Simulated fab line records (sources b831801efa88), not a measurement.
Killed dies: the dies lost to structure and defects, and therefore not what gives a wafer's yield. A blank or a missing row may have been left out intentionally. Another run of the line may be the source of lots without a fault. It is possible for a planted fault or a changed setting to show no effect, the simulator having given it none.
Which tool was responsible? || flow gf180mcu || 42 wafers from 14 lots sampled at 4 of the route's 602 steps

== WHAT THE GAUGES SHOWED, per wafer ==
GF_VT_IMPLANT_OVL_MEAS_40. Usual: VT_IMPLANT_03_OVL gives -1.6 nm (standard deviation 1.5).
{"lot": "L977", "measured": "day 7 16:17", "on": "overlay-01", "VT_IMPLANT_03_OVL (nm)": "-1.0 -0.3 -0.7", "flag": ""}
{"lot": "L978", "measured": "day 7 21:29", "on": "overlay-01", "VT_IMPLANT_03_OVL (nm)": "-1.8 -2.0 -0.9", "flag": ""}
{"lot": "L979", "measured": "day 8 03:44", "on": "overlay-02", "VT_IMPLANT_03_OVL (nm)": "-1.3 -1.5 -1.2", "flag": ""}
{"lot": "L980", "measured": "day 8 09:17", "on": "overlay-02", "VT_IMPLANT_03_OVL (nm)": "-3.2 -3.8 -3.8", "flag": ""}
{"lot": "L981", "measured": "day 8 14:17", "on": "overlay-02", "VT_IMPLANT_03_OVL (nm)": "-3.0 -4.4 -4.0", "flag": ""}
{"lot": "L983", "measured": "day 9 02:25", "on": "overlay-02", "VT_IMPLANT_03_OVL (nm)": "-2.6 -2.1 0.8", "flag": ""}
{"lot": "L990", "measured": "day 11 05:27", "on": "overlay-02", "VT_IMPLANT_03_OVL (nm)": "-1.9 -1.5 -2.8", "flag": ""}
{"lot": "L991", "measured": "day 11 12:21", "on": "overlay-02", "VT_IMPLANT_03_OVL (nm)": "-2.9 -1.4 -1.3", "flag": ""}
{"lot": "L992", "measured": "day 11 17:23", "on": "overlay-02", "VT_IMPLANT_03_OVL (nm)": "-1.9 -0.8 -3.5", "flag": ""}
{"lot": "L993", "measured": "day 12 01:57", "on": "overlay-02", "VT_IMPLANT_03_OVL (nm)": "-2.7 -3.3 -4.7", "flag": ""}
{"lot": "L994", "measured": "day 12 09:16", "on": "overlay-01", "VT_IMPLANT_03_OVL (nm)": "-0.4 1.4 0.0", "flag": ""}
{"lot": "L995", "measured": "day 12 15:59", "on": "overlay-01", "VT_IMPLANT_03_OVL (nm)": "-2.8 -2.1 -3.3", "flag": ""}
{"lot": "L998", "measured": "day 13 11:40", "on": "overlay-01", "VT_IMPLANT_03_OVL (nm)": "-2.6 -2.3 -1.1", "flag": ""}
{"lot": "L999", "measured": "day 13 19:51", "on": "overlay-02", "VT_IMPLANT_03_OVL (nm)": "-4.0 -3.5 -1.4", "flag": ""}

GF_POLY_GATE_THK_MEAS_17. Usual: POLY_GATE_OXIDATION_THK gives 4.02 nm (standard deviation 0.085).
{"lot": "L977", "measured": "day 9 11:53", "on": "film metro-03", "POLY_GATE_OXIDATION_THK (nm)": "3.93 3.92 3.98", "flag": ""}
{"lot": "L978", "measured": "day 9 16:05", "on": "film metro-03", "POLY_GATE_OXIDATION_THK (nm)": "4.01 3.97 3.96", "flag": ""}
{"lot": "L979", "measured": "day 9 22:16", "on": "film metro-03", "POLY_GATE_OXIDATION_THK (nm)": "4.03 3.99 3.98", "flag": ""}
{"lot": "L980", "measured": "day 10 04:59", "on": "film metro-01", "POLY_GATE_OXIDATION_THK (nm)": "3.96 4.00 4.02", "flag": ""}
{"lot": "L981", "measured": "day 10 10:04", "on": "film metro-02", "POLY_GATE_OXIDATION_THK (nm)": "4.01 3.98 4.04", "flag": ""}
{"lot": "L983", "measured": "day 11 00:09", "on": "film metro-02", "POLY_GATE_OXIDATION_THK (nm)": "4.05 4.11 3.99", "flag": ""}
{"lot": "L991", "measured": "day 13 14:11", "on": "film metro-03", "POLY_GATE_OXIDATION_THK (nm)": "4.03 4.07 4.13", "flag": ""}
{"lot": "L993", "measured": "day 14 02:31", "on": "film metro-01", "POLY_GATE_OXIDATION_THK (nm)": "4.00 3.99 3.96", "flag": ""}
{"lot": "L994", "measured": "day 14 15:35", "on": "film metro-01", "POLY_GATE_OXIDATION_THK (nm)": "4.10 4.02 4.07", "flag": ""}
{"lot": "L995", "measured": "day 14 20:06", "on": "film metro-02", "POLY_GATE_OXIDATION_THK (nm)": "3.88 3.96 3.95", "flag": ""}
{"lot": "L998", "measured": "day 15 18:31", "on": "film metro-02", "POLY_GATE_OXIDATION_THK (nm)": "4.04 4.14 4.05", "flag": ""}
{"lot": "L999", "measured": "day 16 00:07", "on": "film metro-01", "POLY_GATE_OXIDATION_THK (nm)": "4.17 3.99 4.17", "flag": ""}

== TOOL THAT RAN EACH LOT (tool first, then ch and the chambers of the sampled wafers, then the start) ==
{"lot": "L977", "GF_VT_IMPLANT_STRIP_20": "plasma asher-04 ch 0,1, day 6 09:25", "GF_DUAL_GATE_WET_ETCH_12": "wet bench-02 ch 1, day 8 12:30"}
{"lot": "L978", "GF_VT_IMPLANT_STRIP_20": "plasma asher-04 ch 0,1, day 6 14:55", "GF_DUAL_GATE_WET_ETCH_12": "wet bench-04 ch 0, day 8 17:28"}
{"lot": "L979", "GF_VT_IMPLANT_STRIP_20": "plasma asher-03 ch 0,1, day 6 20:11", "GF_DUAL_GATE_WET_ETCH_12": "wet bench-02 ch 1, day 8 23:00"}
{"lot": "L980", "GF_VT_IMPLANT_STRIP_20": "plasma asher-02 ch 0,1, day 7 00:51", "GF_DUAL_GATE_WET_ETCH_12": "wet bench-02 ch 1, day 9 05:33"}
{"lot": "L981", "GF_VT_IMPLANT_STRIP_20": "plasma asher-03 ch 0,1, day 7 06:11", "GF_DUAL_GATE_WET_ETCH_12": "wet bench-04 ch 1, day 9 10:27"}
{"lot": "L983", "GF_VT_IMPLANT_STRIP_20": "plasma asher-03 ch 0,1, day 7 17:41", "GF_DUAL_GATE_WET_ETCH_12": "wet bench-02 ch 3, day 9 23:52"}
{"lot": "L990", "GF_VT_IMPLANT_STRIP_20": "plasma asher-03 ch 0,1, day 9 17:31", "GF_DUAL_GATE_WET_ETCH_12": "wet bench-01 ch 0, day 12 03:26"}
{"lot": "L991", "GF_VT_IMPLANT_STRIP_20": "plasma asher-02 ch 0,1, day 9 23:02", "GF_DUAL_GATE_WET_ETCH_12": "wet bench-02 ch 2, day 12 09:43"}
{"lot": "L992", "GF_VT_IMPLANT_STRIP_20": "plasma asher-02 ch 0,1, day 10 04:06", "GF_DUAL_GATE_WET_ETCH_12": "wet bench-01 ch 1, day 12 15:22"}
{"lot": "L993", "GF_VT_IMPLANT_STRIP_20": "plasma asher-03 ch 0,1, day 10 12:38", "GF_DUAL_GATE_WET_ETCH_12": "wet bench-02 ch 2, day 13 00:22"}
{"lot": "L994", "GF_VT_IMPLANT_STRIP_20": "plasma asher-02 ch 0,1, day 10 18:43", "GF_DUAL_GATE_WET_ETCH_12": "wet bench-04 ch 0, day 13 07:35"}
{"lot": "L995", "GF_VT_IMPLANT_STRIP_20": "plasma asher-02 ch 0,1, day 11 00:50", "GF_DUAL_GATE_WET_ETCH_12": "wet bench-04 ch 1, day 13 13:50"}
{"lot": "L998", "GF_VT_IMPLANT_STRIP_20": "plasma asher-02 ch 0,1, day 11 19:43", "GF_DUAL_GATE_WET_ETCH_12": "wet bench-04 ch 0, day 14 13:13"}
{"lot": "L999", "GF_VT_IMPLANT_STRIP_20": "plasma asher-03 ch 0,1, day 12 04:20", "GF_DUAL_GATE_WET_ETCH_12": "wet bench-02 ch 2, day 14 18:52"}
- GF_VT_IMPLANT_STRIP_20: strips in O2/N2.
- GF_DUAL_GATE_WET_ETCH_12: etches SiO2 in dHF, target depth 13 nm, time 260 s.

== AS READ BY THE TOOLS THEMSELVES (means over the sampled wafers that have a number; for cases with no such wafer, the mark the record gives instead) ==
GF_VT_IMPLANT_STRIP_20. Usual: drypump motor current A 5.6 A, standard deviation 0.59; heater power w 325 W, standard deviation 20; oes product au 0.717 a.u., standard deviation 0.0048; strip time to endpoint s 12.64 s, standard deviation 0.031.
{"lot": "L977", "tool": "plasma asher-04", "drypump motor current A (A)": 5.4, "heater power w (W)": 322, "oes product au (a.u.)": 0.714, "strip time to endpoint s (s)": 12.68, "flag": ""}
{"lot": "L978", "tool": "plasma asher-04", "drypump motor current A (A)": 5.4, "heater power w (W)": 328, "oes product au (a.u.)": 0.721, "strip time to endpoint s (s)": 12.64, "flag": ""}
{"lot": "L979", "tool": "plasma asher-03", "drypump motor current A (A)": 5.3, "heater power w (W)": 339, "oes product au (a.u.)": 0.711, "strip time to endpoint s (s)": 12.68, "flag": ""}
{"lot": "L980", "tool": "plasma asher-02", "drypump motor current A (A)": 6.1, "heater power w (W)": 301, "oes product au (a.u.)": 0.717, "strip time to endpoint s (s)": 12.64, "flag": ""}
{"lot": "L981", "tool": "plasma asher-03", "drypump motor current A (A)": 5.3, "heater power w (W)": 337, "oes product au (a.u.)": 0.717, "strip time to endpoint s (s)": 12.61, "flag": ""}
{"lot": "L983", "tool": "plasma asher-03", "drypump motor current A (A)": 5.3, "heater power w (W)": 340, "oes product au (a.u.)": 0.714, "strip time to endpoint s (s)": 12.63, "flag": ""}
{"lot": "L990", "tool": "plasma asher-03", "drypump motor current A (A)": 5.2, "heater power w (W)": 338, "oes product au (a.u.)": 0.716, "strip time to endpoint s (s)": 12.65, "flag": ""}
{"lot": "L991", "tool": "plasma asher-02", "drypump motor current A (A)": 6.2, "heater power w (W)": 299, "oes product au (a.u.)": 0.716, "strip time to endpoint s (s)": 12.61, "flag": ""}
{"lot": "L992", "tool": "plasma asher-02", "drypump motor current A (A)": 5.8, "heater power w (W)": 306, "oes product au (a.u.)": 0.714, "strip time to endpoint s (s)": 12.61, "flag": ""}
{"lot": "L993", "tool": "plasma asher-03", "drypump motor current A (A)": 5.6, "heater power w (W)": 337, "oes product au (a.u.)": 0.716, "strip time to endpoint s (s)": 12.63, "flag": ""}
{"lot": "L994", "tool": "plasma asher-02", "drypump motor current A (A)": 6.1, "heater power w (W)": 303, "oes product au (a.u.)": 0.714, "strip time to endpoint s (s)": 12.66, "flag": ""}
{"lot": "L995", "tool": "plasma asher-02", "drypump motor current A (A)": 5.8, "heater power w (W)": 310, "oes product au (a.u.)": 0.716, "strip time to endpoint s (s)": 12.62, "flag": ""}
{"lot": "L998", "tool": "plasma asher-02", "drypump motor current A (A)": 5.8, "heater power w (W)": 307, "oes product au (a.u.)": 0.719, "strip time to endpoint s (s)": 12.63, "flag": ""}
{"lot": "L999", "tool": "plasma asher-03", "drypump motor current A (A)": 5.6, "heater power w (W)": 336, "oes product au (a.u.)": 0.716, "strip time to endpoint s (s)": 12.63, "flag": ""}

GF_DUAL_GATE_WET_ETCH_12. Usual: run length s 287 s, standard deviation 3.2; temp c 25.00 C, standard deviation 0.11.
{"lot": "L977", "tool": "wet bench-02", "run length s (s)": 284, "temp c (C)": 25.17, "flag": ""}
{"lot": "L978", "tool": "wet bench-04", "run length s (s)": 288, "temp c (C)": 24.83, "flag": ""}
{"lot": "L979", "tool": "wet bench-02", "run length s (s)": 284, "temp c (C)": 24.93, "flag": ""}
{"lot": "L980", "tool": "wet bench-02", "run length s (s)": 284, "temp c (C)": 25.15, "flag": ""}
{"lot": "L981", "tool": "wet bench-04", "run length s (s)": 287, "temp c (C)": 25.06, "flag": ""}
{"lot": "L983", "tool": "wet bench-02", "run length s (s)": 286, "temp c (C)": 25.15, "flag": ""}
{"lot": "L990", "tool": "wet bench-01", "run length s (s)": 55, "temp c (C)": 25.08, "flag": "OFF"}
{"lot": "L991", "tool": "wet bench-02", "run length s (s)": 293, "temp c (C)": 24.84, "flag": ""}
{"lot": "L992", "tool": "wet bench-01", "run length s (s)": 53, "temp c (C)": 24.99, "flag": "OFF"}
{"lot": "L993", "tool": "wet bench-02", "run length s (s)": 285, "temp c (C)": 25.01, "flag": ""}
{"lot": "L994", "tool": "wet bench-04", "run length s (s)": 288, "temp c (C)": 25.11, "flag": ""}
{"lot": "L995", "tool": "wet bench-04", "run length s (s)": 285, "temp c (C)": 24.91, "flag": ""}
{"lot": "L998", "tool": "wet bench-04", "run length s (s)": 294, "temp c (C)": 24.96, "flag": ""}
{"lot": "L999", "tool": "wet bench-02", "run length s (s)": 286, "temp c (C)": 24.87, "flag": ""}

== THE ANSWER, worked out from the rows above alone ==
Rule: a lot is off if the mean of its wafers that have a number lies more than 3 standard deviations from the usual mean. Also off: a lot with no number at a reading for which 4 or more lots have one. The other lots that the step has rows for count as sound. First the gauges in route order, then the tools' own readings, where a lot's mean is used as printed above. At the first step where some lot is off, the reading lying furthest off is the one used; lots without a number count as furthest.
Off: L990, L992, at GF_DUAL_GATE_WET_ETCH_12 (run length s).
A tool fits if, at that step or a process step before it, it ran every lot that is off, and no sound lot after the first of them. One fits: wet bench-01 at GF_DUAL_GATE_WET_ETCH_12. It ran no sound lot before its first lot that is off in this sample, so the start can't be narrowed down.
The tool's own readings at GF_DUAL_GATE_WET_ETCH_12 bear it out: on the lots that are off they differ by more than 5 times the standard deviation of the sound lots' means. run length s reads 54 s there against 287 s on the sound lots.

== WHAT THE SIMULATOR PUT IN ==
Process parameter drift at GF_DUAL_GATE_WET_ETCH_12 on wet bench-01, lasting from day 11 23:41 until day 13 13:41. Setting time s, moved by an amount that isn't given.
Lots struck among those shown: L990, L992. The rule given above showed the same thing.
